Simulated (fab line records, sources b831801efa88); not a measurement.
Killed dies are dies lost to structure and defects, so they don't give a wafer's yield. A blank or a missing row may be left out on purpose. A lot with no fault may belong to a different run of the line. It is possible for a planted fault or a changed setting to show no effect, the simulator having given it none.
Problem report, 8D (eight disciplines) form, completed by code -- flow gf180mcu -- the parts of the form that need people (team, actions taken, sign-off) are left out

== 1. WHAT IS WRONG ==
CONTACT_W_RS at GF_CONTACT_RS_MEAS_25 reads a mean of 0.613 ohm/sq on 6 wafers of 2 lots; wafers without a fault read 0.381 ohm/sq with a standard deviation of 0.0041. That puts it +57 standard deviations away from the usual mean.
The step: measures by four-point-probe.
Earliest sighting: wafer L815.1 on film metro-03 at day 22 07:35. Wafers with a number at this step in the record: 36, from 12 lots. Rule for "out" (also "out of limits"): further than 4 standard deviations from the usual mean. The rest of the wafers with a number are treated as sound.

== 2. WHAT IT IS, AND WHAT IT ISN'T ==
question,is,is not
which readings at this step,CONTACT_W_RS,-
which lots,"L815, L819","L798, L800, L801, L802, L804, L806, L807, L809, L818, L820"
which wafers of those lots,all that have a number,-
read on which gauges,film metro-03,"film metro-01, film metro-04"
when,from day 22 07:35,"up to then (24 sound wafers); but 6 sound wafers of L818, L820 came after"

== 3. THE SUSPECTS, EACH WITH WHAT RULES IT OUT ==
Counting: any tool at a process step up to the reading is kept as a suspect provided that every lot that is out went through it and no sound lot did after the first of them.
- the gauge at GF_CONTACT_RS_MEAS_25: ruled out. All the wafers that are out were read on film metro-03, but those of them that GF_CONTACT_CMP_27 has rows for are out there too, on other tools.
- cvd w-01 at GF_CONTACT_CVD_24 (deposits W, target thk 300 nm, time 90.339 s): kept. All lots that are out passed through it, beginning with L815 at day 22 07:29, and no sound lot followed; its final sound lot before that point was L809 at day 20 07:52.
Left after counting: cvd w-01 at GF_CONTACT_CVD_24.

== 4. THE CAUSE (what the simulator had put in) ==
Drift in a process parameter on cvd w-01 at GF_CONTACT_CVD_24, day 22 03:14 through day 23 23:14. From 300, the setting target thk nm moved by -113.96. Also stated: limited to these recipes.
The count eliminated every tool but this one.

== 5. THE EFFECT CHAIN, in route order ==
Each row: a reading where the mean over the struck wafers with a number is more than 3 standard deviations away from the usual. Only readings for which the record gives a usual standard deviation are gone through. hours: the time from each lot's start at the first step in this table that gives one to its start at this step, as a median over the lots. sigmas: the change in usual standard deviations.
hours,step,reading,usual,on struck wafers,change,sigmas
0,GF_CONTACT_RS_MEAS_25,CONTACT_W_RS,0.381 ohm/sq,0.613,+0.232,+57
0,GF_CONTACT_THK_MEAS_26,CONTACT_W_THK,302 nm,188,-114,-34
0,GF_CONTACT_CMP_27,time to endpoint s,73 s,44,-29,-6.5
Process steps it contains:
- GF_CONTACT_CMP_27: polishes, stops on SiO2, t overpolish 15 s, target thk 0 nm.

== 6. HOW IT WOULD HAVE BEEN CAUGHT EARLIER ==
4 hours passed between the start of the fault at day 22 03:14 and the first reading out of limits at a measuring or inspecting step in this record, taken at day 22 07:35.
An alarm limit of 4 standard deviations would not have fired on the tool readings at GF_CONTACT_CVD_24 for which the record gives a usual standard deviation, since none of them was out on any struck wafer.
Among the 2 lots that are out, L819 began GF_CONTACT_CVD_24 on cvd w-01 after day 22 07:35. A tool hold placed at that time would have kept it from harm.
